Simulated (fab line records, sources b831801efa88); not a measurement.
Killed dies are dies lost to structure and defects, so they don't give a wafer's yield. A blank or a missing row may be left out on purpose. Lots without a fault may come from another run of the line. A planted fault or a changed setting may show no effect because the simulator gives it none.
Which tool did it? | flow gf180mcu | 13 lots, 39 wafers sampled, at 5 steps of a route of 602

WHAT THE GAUGES READ, wafer by wafer
GF_MVSD_TW_MEAS_11.
lot  | measured     | on            | MVSD_TW
L537 | day 4 16:23  | film_metro-01 | 1605 1618 1609
L540 | day 5 10:39  | film_metro-04 | 1598 1603 1603
L541 | day 5 14:49  | film_metro-04 | 1597 1598 1592
L542 | day 5 20:28  | film_metro-01 | 1609 1607 1621
L544 | day 6 09:16  | film_metro-01 | 1615 1615 1614
L552 | day 8 08:53  | film_metro-04 | 1598 1599 1600
L553 | day 8 13:23  | film_metro-01 | 1595 1588 1603
L554 | day 8 18:08  | film_metro-04 | 1597 1599 1592
L555 | day 9 00:23  | film_metro-04 | 1597 1587 1597
L556 | day 9 06:33  | film_metro-03 | 1566 1571 1563
L557 | day 9 15:41  | film_metro-04 | 1580 1593 1591
L558 | day 9 22:22  | film_metro-04 | 1589 1592 1593
L559 | day 10 00:34 | film_metro-03 | 1567 1568 1573

GF_HV_LDD_THK_MEAS_55.
lot  | measured     | on            | HV_LDD_CVD_54_THK (nm)
L537 | day 12 14:33 | film_metro-03 | 10.31 10.12 10.21
L540 | day 13 17:05 | film_metro-04 | 9.97 10.09 10.07
L541 | day 13 23:49 | film_metro-04 | 10.12 10.25 10.20
L542 | day 14 09:31 | film_metro-03 | 9.94 9.84 9.94
L544 | day 15 01:05 | film_metro-01 | 18.43 18.37 18.43
L552 | day 17 17:43 | film_metro-04 | 10.02 9.92 10.01
L553 | day 18 00:34 | film_metro-04 | 10.10 10.24 10.09
L554 | day 18 04:58 | film_metro-04 | 9.96 9.99 10.07
L555 | day 18 20:37 | film_metro-01 | 10.10 10.11 10.05
L556 | day 19 04:55 | film_metro-03 | 9.75 9.84 9.82
L557 | day 19 18:58 | film_metro-01 | 9.93 10.00 9.89
L558 | day 20 06:37 | film_metro-01 | 10.09 10.27 10.08
L559 | day 20 07:13 | film_metro-03 | 10.15 10.16 10.06

GF_NSD_OVL_MEAS_08.
lot  | measured     | on         | NSD_OVL (nm)
L537 | day 13 11:56 | overlay-01 | 2.1 0.0 2.9
L540 | day 14 15:06 | overlay-01 | -2.1 -1.9 -1.7
L541 | day 14 22:04 | overlay-01 | 0.7 1.3 1.8
L542 | day 15 08:28 | overlay-01 | 0.3 -0.3 -0.9
L544 | day 15 23:40 | overlay-02 | 0.5 1.5 0.0
L552 | day 18 18:10 | overlay-01 | 2.6 3.3 2.3
L553 | day 19 02:01 | overlay-02 | 2.3 2.1 2.2
L554 | day 19 05:23 | overlay-02 | -0.7 -1.7 -1.8
L555 | day 19 22:10 | overlay-02 | 0.9 1.0 1.1
L556 | day 20 06:35 | overlay-02 | 2.2 0.8 1.0
L557 | day 20 20:26 | overlay-01 | 2.0 2.2 1.6
L558 | day 21 08:05 | overlay-02 | 1.4 0.5 1.0
L559 | day 21 09:40 | overlay-02 | 1.3 -0.1 1.8

GF_NSD_TW_MEAS_12.
lot  | measured     | on            | NSD_TW
L537 | day 13 12:22 | film_metro-01 | 4253 4259 4256
L540 | day 14 15:32 | film_metro-02 | 4317 4357 4331
L541 | day 14 22:31 | film_metro-02 | 4342 4341 4343
L542 | day 15 08:55 | film_metro-02 | 4287 4271 4280
L544 | day 16 00:06 | film_metro-03 | 4169 4183 4168
L552 | day 18 18:37 | film_metro-02 | 4294 4331 4309
L553 | day 19 02:28 | film_metro-01 | 4297 4298 4285
L554 | day 19 05:50 | film_metro-03 | 4165 4199 4185
L555 | day 19 22:37 | film_metro-01 | 4291 4289 4295
L556 | day 20 07:01 | film_metro-02 | 4340 4337 4333
L557 | day 20 20:53 | film_metro-02 | 4313 4332 4333
L558 | day 21 08:32 | film_metro-01 | 4286 4286 4256
L559 | day 21 10:05 | film_metro-01 | 4275 4279 4265

WHICH TOOL RAN EACH LOT (tool, then ch and the chambers of the sampled wafers, then the start)
lot  | GF_HV_LDD_CVD_54
L537 | lpcvd-02 ch 1, day 12 13:31
L540 | lpcvd-02 ch 1, day 13 16:03
L541 | lpcvd-01 ch 0, day 13 22:47
L542 | lpcvd-01 ch 0, day 14 08:29
L544 | lpcvd-01 ch 0, day 15 00:03
L552 | lpcvd-02 ch 0, day 17 16:41
L553 | lpcvd-02 ch 0, day 17 23:00
L554 | lpcvd-02 ch 0, day 18 03:56
L555 | lpcvd-02 ch 1, day 18 19:34
L556 | lpcvd-02 ch 0, day 19 03:53
L557 | lpcvd-01 ch 0, day 19 17:56
L558 | lpcvd-01 ch 0, day 20 05:35
L559 | lpcvd-02 ch 1, day 20 06:11
- GF_HV_LDD_CVD_54: deposits SiO2 from TEOS, target thk 10 nm, time 75 s.

WHAT THE TOOLS THEMSELVES READ (means of the sampled wafers that have a number; where no wafer has one, the mark that the record gives instead)
GF_HV_LDD_CVD_54.
lot  | tool     | spike_tc_upper_C (C)
L537 | lpcvd-02 | 680.9
L540 | lpcvd-02 | 681.7
L541 | lpcvd-01 | 681.7
L542 | lpcvd-01 | 681.4
L544 | lpcvd-01 | 681.9
L552 | lpcvd-02 | 679.2
L553 | lpcvd-02 | 679.4
L554 | lpcvd-02 | 678.5
L555 | lpcvd-02 | 681.7
L556 | lpcvd-02 | 679.6
L557 | lpcvd-01 | 681.6
L558 | lpcvd-01 | 681.4
L559 | lpcvd-02 | 681.1

THE ANSWER, worked out from the rows above alone
Rule: what is usual is taken from the lots themselves. Put in order of their means at a reading, lots are off if they are a third of the lots or fewer, leave a main group of 4 or more, and stand apart from it by a gap of 3 or more times the standard deviation of the main group's means; of several such gaps the widest counts. A main group whose means are all the same, to the digits that the tables above print for the reading, isn't used. A lot without any number at a reading at which 4 lots or more have one is off too. The other lots that the step has rows for count as sound. The gauges are gone through in route order, then the tools' own readings, and for those a lot's mean is taken as printed above. The first step at which some lot is off is used, and at that step the reading that is off furthest; a lot without a number counts as furthest.
Off: L544, at GF_HV_LDD_THK_MEAS_55 (HV_LDD_CVD_54_THK). The main group: mean 10.05 nm, standard deviation 0.12.
A tool fits if, at a process step before that reading, it ran every lot that is off, and no sound lot after the first of them. The gauges at GF_HV_LDD_THK_MEAS_55 are tried like those tools. None of those tried fits.

WHAT THE SIMULATOR HAD PUT IN
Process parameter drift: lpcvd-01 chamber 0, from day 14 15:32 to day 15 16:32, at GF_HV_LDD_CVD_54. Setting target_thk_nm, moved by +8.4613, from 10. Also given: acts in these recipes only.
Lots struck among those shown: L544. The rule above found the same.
